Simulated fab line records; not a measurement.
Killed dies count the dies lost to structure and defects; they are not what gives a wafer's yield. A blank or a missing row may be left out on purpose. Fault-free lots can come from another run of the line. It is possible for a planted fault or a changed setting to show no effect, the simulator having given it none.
Comparing a struck lot with a sound one -- flow gf180mcu -- 15 steps out of a route of 602
Sound: the wafers L116.1, L116.4, L116.5. Struck: wafer L119.3 (left out: L119.1, L119.2 of the same lot, which were not struck); the cause appears at the end.
Order at every step that has rows: each side's tool, ch and its chambers, its first start. Under that, the readings that differ: sound wafers -- struck wafers -- difference of the means -- sigmas: that difference in standard deviations of wafers without a fault.
alike: a reading whose means differ by less than 2 such deviations, as well as words and numbers matching on both sides. not compared: withheld readings; readings where some wafer has no value; bounds like >300 that might hide an equal value; numbers whose values overlap and for which the record gives no deviation.
Wherever a step has rows on one side only, a row that says differs or no value, or a row with sigmas, the two part there. Numbers that don't overlap but have no deviation are shown without sigmas and don't part them. A reading missing from all wafers of one side parts the sides only when that side holds two or more wafers.

first, 3 steps without rows for these wafers: GF_V2_EXPOSE_11 (exposes mask Via2, target cd 260 nm); GF_V2_PEB_12 (peb time 90 s); GF_V2_DEVELOP_13 (develop time 60 s).
GF_V2_CD_MEAS_14: target cd 260 nm.
  struck on cd sem-02, day 23 23:25; sound on cd sem-02, day 22 15:59
  alike: cd nm
GF_V2_OVL_MEAS_15:
  struck on overlay-01, day 23 23:32; sound on overlay-02, day 22 16:06
  alike: V2_OVL
GF_V2_ETCH_16: etches BARC in N2/H2.
  sound on rie diel-03 ch 1,2, day 22 16:08; struck on rie diel-02 ch 0, day 23 23:34
  alike: drypump motor current A, oes product au, throttle valve pct
GF_V2_ETCH_17: etches SiO2 in C4F8/O2/Ar, stops on TiN, target depth 630 nm.
  sound: rie diel-03 ch 1,2; struck: rie diel-02 ch 0
  alike: oes product au
GF_V2_STRIP_18: strips in O2/N2.
  sound on plasma asher-02 ch 0,1, day 22 16:16; struck on plasma asher-02 ch 0, day 23 23:46
  alike: drypump motor current A, heater power w, oes product au
  not compared: rf hours counter h
then, 2 steps without rows for these wafers: GF_V2_STRIP_19 (strips in post etch residue remover, time 1200 s); GF_V2_CLEAN_20 (cleans in DIW).
GF_V2_SPUTTER_21: material Ti, target thk 15 nm, time 80.02 s.
  struck on pvd sputter-04, day 24 00:38; sound on pvd sputter-01, day 22 16:49
  alike: chamber pressure pa, throttle valve pct
GF_V2_SPUTTER_22: material TiN, target thk 10 nm, time 40 s.
  struck on pvd sputter-04, day 24 00:41; sound on pvd sputter-01, day 22 16:52
  alike: chamber pressure pa, throttle valve pct
GF_V2_CVD_23: deposits W, target thk 350 nm, time 104.94 s.
  sound on cvd w-01 ch 1, day 22 16:55; struck on cvd w-02 ch 1, day 24 00:44
reading,sound,struck,difference,sigmas
model.W_of_V2_CVD_23.thk nm (nm),344.2 345 342.4,337.2,-6.7,
  alike: heater power w
  not compared: since wet clean h
GF_V2_RS_MEAS_24: a four-point-probe measurement.
  struck on film metro-02, day 24 00:50; sound on film metro-02, day 22 17:01
  alike: V2_W_RS
-- the record jumps here: 8 days lie between the struck wafers' starts before and after (it left off in module V2 and takes up again in module PASSIVATION, whose first step shown is number 602 of the route) --
GF_PASSIVATION_PROBE_99:
  rows exist in the record for the struck wafers here (prober-02, day 31 23:52), but not for the sound ones

WHERE THEY PART
Only at GF_PASSIVATION_PROBE_99, as far as this record shows.

WHY: what had been put in by the simulator
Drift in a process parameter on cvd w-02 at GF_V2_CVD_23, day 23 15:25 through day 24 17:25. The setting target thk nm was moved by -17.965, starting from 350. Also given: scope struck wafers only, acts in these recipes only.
